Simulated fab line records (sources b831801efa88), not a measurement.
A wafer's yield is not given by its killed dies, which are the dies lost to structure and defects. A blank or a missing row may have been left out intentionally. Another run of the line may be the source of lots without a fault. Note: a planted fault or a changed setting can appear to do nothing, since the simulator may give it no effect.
Lot-split experiment || flow gf180mcu || route with 602 steps; 5 lots, 23 wafers read

## THE SPLIT
At GF_VT_IMPLANT_IMPLANT_08, the setting dose_cm2 was moved away from the recipe's 8.29e+12 on 9 of the 23 wafers read, by -12.6% to +5.7%. For the rest of the wafers, this setting stayed at what the recipe calls for.

## FROM THE SPLIT ON TO THE READING: in between, the file shows 1 step
- GF_VT_IMPLANT_STRIP_09: strips in O2/N2

## THE READING
VT_IMPLANT_TW, at GF_VT_IMPLANT_TW_MEAS_10. On this fab line, fault-free wafers typically give 565 with a standard deviation of 4.3.

{"wafer": "L075.1", "tool, chamber at the split": "implanter-04, 0", "dose_cm2 as run": 7.242e+12, "against the recipe": "-12.6%", "VT_IMPLANT_TW": 542, "against lot-mates on the recipe": -20}
{"wafer": "L075.2", "tool, chamber at the split": "implanter-04, 0", "dose_cm2 as run": 8.29e+12, "against the recipe": "recipe", "VT_IMPLANT_TW": 563, "against lot-mates on the recipe": "-"}
{"wafer": "L075.3", "tool, chamber at the split": "implanter-04, 0", "dose_cm2 as run": 8.29e+12, "against the recipe": "recipe", "VT_IMPLANT_TW": 564, "against lot-mates on the recipe": "-"}
{"wafer": "L075.5", "tool, chamber at the split": "implanter-04, 0", "dose_cm2 as run": 8.29e+12, "against the recipe": "recipe", "VT_IMPLANT_TW": 560, "against lot-mates on the recipe": "-"}
{"wafer": "L075.6", "tool, chamber at the split": "implanter-04, 0", "dose_cm2 as run": 7.242e+12, "against the recipe": "-12.6%", "VT_IMPLANT_TW": 538, "against lot-mates on the recipe": -24}
{"wafer": "L077.2", "tool, chamber at the split": "implanter-03, 0", "dose_cm2 as run": 8.29e+12, "against the recipe": "recipe", "VT_IMPLANT_TW": 571, "against lot-mates on the recipe": "-"}
{"wafer": "L077.3", "tool, chamber at the split": "implanter-03, 0", "dose_cm2 as run": 7.605e+12, "against the recipe": "-8.3%", "VT_IMPLANT_TW": 556, "against lot-mates on the recipe": -13}
{"wafer": "L077.4", "tool, chamber at the split": "implanter-03, 0", "dose_cm2 as run": 8.29e+12, "against the recipe": "recipe", "VT_IMPLANT_TW": 567, "against lot-mates on the recipe": "-"}
{"wafer": "L077.5", "tool, chamber at the split": "implanter-03, 0", "dose_cm2 as run": 8.29e+12, "against the recipe": "recipe", "VT_IMPLANT_TW": 570, "against lot-mates on the recipe": "-"}
{"wafer": "L077.6", "tool, chamber at the split": "implanter-03, 0", "dose_cm2 as run": 7.605e+12, "against the recipe": "-8.3%", "VT_IMPLANT_TW": 553, "against lot-mates on the recipe": -16}
{"wafer": "L080.1", "tool, chamber at the split": "implanter-03, 0", "dose_cm2 as run": 8.29e+12, "against the recipe": "recipe", "VT_IMPLANT_TW": 569, "against lot-mates on the recipe": "-"}
{"wafer": "L080.3", "tool, chamber at the split": "implanter-03, 0", "dose_cm2 as run": 8.29e+12, "against the recipe": "recipe", "VT_IMPLANT_TW": 571, "against lot-mates on the recipe": "-"}
{"wafer": "L080.6", "tool, chamber at the split": "implanter-03, 0", "dose_cm2 as run": 8.29e+12, "against the recipe": "recipe", "VT_IMPLANT_TW": 572, "against lot-mates on the recipe": "-"}
{"wafer": "L082.1", "tool, chamber at the split": "implanter-01, 0", "dose_cm2 as run": 8.29e+12, "against the recipe": "recipe", "VT_IMPLANT_TW": 563, "against lot-mates on the recipe": "-"}
{"wafer": "L082.2", "tool, chamber at the split": "implanter-01, 0", "dose_cm2 as run": 7.282e+12, "against the recipe": "-12.2%", "VT_IMPLANT_TW": 538, "against lot-mates on the recipe": -24}
{"wafer": "L082.3", "tool, chamber at the split": "implanter-01, 0", "dose_cm2 as run": 8.29e+12, "against the recipe": "recipe", "VT_IMPLANT_TW": 562, "against lot-mates on the recipe": "-"}
{"wafer": "L082.5", "tool, chamber at the split": "implanter-01, 0", "dose_cm2 as run": 8.29e+12, "against the recipe": "recipe", "VT_IMPLANT_TW": 561, "against lot-mates on the recipe": "-"}
{"wafer": "L082.6", "tool, chamber at the split": "implanter-01, 0", "dose_cm2 as run": 7.282e+12, "against the recipe": "-12.2%", "VT_IMPLANT_TW": 539, "against lot-mates on the recipe": -23}
{"wafer": "L085.1", "tool, chamber at the split": "implanter-04, 0", "dose_cm2 as run": 8.76e+12, "against the recipe": "+5.7%", "VT_IMPLANT_TW": 576, "against lot-mates on the recipe": "+10"}
{"wafer": "L085.2", "tool, chamber at the split": "implanter-04, 0", "dose_cm2 as run": 8.76e+12, "against the recipe": "+5.7%", "VT_IMPLANT_TW": 573, "against lot-mates on the recipe": "+7"}
{"wafer": "L085.3", "tool, chamber at the split": "implanter-04, 0", "dose_cm2 as run": 8.29e+12, "against the recipe": "recipe", "VT_IMPLANT_TW": 566, "against lot-mates on the recipe": "-"}
{"wafer": "L085.5", "tool, chamber at the split": "implanter-04, 0", "dose_cm2 as run": 8.76e+12, "against the recipe": "+5.7%", "VT_IMPLANT_TW": 575, "against lot-mates on the recipe": "+9"}
{"wafer": "L085.6", "tool, chamber at the split": "implanter-04, 0", "dose_cm2 as run": 8.29e+12, "against the recipe": "recipe", "VT_IMPLANT_TW": 566, "against lot-mates on the recipe": "-"}

THE FIT
A straight line over all 23 wafers: VT_IMPLANT_TW changes by +1.94 for each +1% of dose_cm2; r = +0.95; the points scatter about the line by 3.9.
The same after taking each lot's own level away (the mean of its wafers on the recipe; 23 wafers): +1.78 for each +1%; r = +0.99; scatter 1.6.
On that fit, the largest move of dose_cm2 shifts the reading by 23.
From 562.0 to 570.7: that is the span of the lots' own levels, equal to 2.0 times the standard deviation above.
So the lot-to-lot level changes the slope little: the two slopes agree.
Check: for one of the wafers moved furthest among these (-12.6%), held out of the fit, the line's prediction against its lot-mates is -23.5. Against them it came out at -20.3.

## THESE WAFERS: OTHER SPLITS
These wafers also went through other splits before the reading. Each is held against what the fit with the lots' levels taken away leaves over:
{"other split on the same wafers": "GF_STI_CVD_03 time_s", "wafers away from the commonest value": 15, "r with VT_IMPLANT_TW (lot level and that fit taken away)": -0.19}
{"other split on the same wafers": "GF_STI_PEB_10 peb_temp_c", "wafers away from the commonest value": 5, "r with VT_IMPLANT_TW (lot level and that fit taken away)": "+0.17"}
{"other split on the same wafers": "GF_LVPWELL_IMPLANT_09 energy_kev", "wafers away from the commonest value": 6, "r with VT_IMPLANT_TW (lot level and that fit taken away)": -0.19}
{"other split on the same wafers": "GF_MVSD_STRIP_10 o2_flow_sccm", "wafers away from the commonest value": 7, "r with VT_IMPLANT_TW (lot level and that fit taken away)": -0.25}
{"other split on the same wafers": "GF_VT_IMPLANT_COAT_02 resist_thk_nm", "wafers away from the commonest value": 9, "r with VT_IMPLANT_TW (lot level and that fit taken away)": -0.18}

## FILE'S OWN FIT
VT_IMPLANT_TW changes by +1.82 for each +1% of dose_cm2, r = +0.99.
